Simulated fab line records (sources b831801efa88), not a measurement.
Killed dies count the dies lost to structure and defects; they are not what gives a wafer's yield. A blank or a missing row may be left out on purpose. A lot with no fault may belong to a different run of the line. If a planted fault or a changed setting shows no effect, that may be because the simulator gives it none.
Problem report in the 8D (eight disciplines) form, filled by code	flow gf180mcu	the parts of the form that need people (team, actions taken, sign-off) are left out

1. THE ISSUE
Wafers free of any fault read 9.92 nm (standard deviation 0.19) for STI_OXIDATION_02_THK at GF_STI_THK_MEAS_30, against a mean of 15.64 nm on 6 wafers of 2 lots. That puts it +30 standard deviations away from the usual mean.
First observed at day 3 05:37: wafer L499.1, on film_metro-02. The record holds 42 wafers of 14 lots with a number at this step. Rule for "out" (also "out of limits"): further than 4 standard deviations from the usual mean. Any other wafer with a number is counted as sound.

2. WHAT THIS IS AND IS NOT
question	is	is not
which readings at this step	STI_OXIDATION_02_THK	-
which lots	L499, L500	L497, L498, L501, L507, L511, L512, L513, L514, L515, L516, L517, L518
which wafers of those lots	all that have a number	-
read on which gauges	film_metro-02, film_metro-04	film_metro-03
when	from day 3 05:37	up to then (6 sound wafers); but 30 sound wafers of L501, L507, L511, L512, L513, L514, L515, L516, L517, L518 came after

3. SUSPECTS, AND WHAT RULES EACH OUT
Counting: a tool stays on the suspect list if, at a process step up to the reading, it processed all lots that are out and no sound lot following the first of them.
- the gauge at GF_STI_THK_MEAS_30: ruled out. The wafers that are out were read on 2 gauges (film_metro-02, film_metro-04).
- furnace-02 at GF_STI_OXIDATION_29 (stabilise 600 s, purge 300 s, target thk 10 nm): ruled out as a lasting fault. After its first lot that is out, L499 (day 3 04:13), sound lots L514, L518 ran on it.
Left after counting: nothing in the record.

4. THE CAUSE (what the simulator had put in)
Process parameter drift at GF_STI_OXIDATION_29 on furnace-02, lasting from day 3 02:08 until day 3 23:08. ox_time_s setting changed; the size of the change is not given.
It was ruled out by counting, in error; the rule expects a fault to strike all lots run on its tool from its start on, and this fault did not.

5. THE CHAIN OF EFFECTS, in route order
Rows list readings where the struck wafers' mean (over those with a number) sits beyond 3 standard deviations from the usual. Only readings whose record carries a usual standard deviation are examined. hours: median over the lots of the time between each lot's start at the first step of this table that gives one and its start at this step. sigmas: the change, counted in usual standard deviations.
hours	step	reading	usual	on struck wafers	change	sigmas
0	GF_STI_THK_MEAS_30	STI_OXIDATION_02_THK	9.92 nm	15.64	+5.72	+30
Later steps that measure or inspect, where all struck wafers having a row at the step show a number for every such reading and not one has moved that far: GF_HV_LDD_OVL_MEAS_08, GF_NSD_CD_MEAS_07.

6. HOW IT WOULD HAVE BEEN CAUGHT EARLIER
In this record the first reading out of limits at a measuring or inspecting step was taken at day 3 05:37, 3 hours after the fault began at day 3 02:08.
Of the tool readings at GF_STI_OXIDATION_29 for which the record gives a usual standard deviation, none was out on any struck wafer, so an alarm limit of 4 standard deviations on them would not have fired.
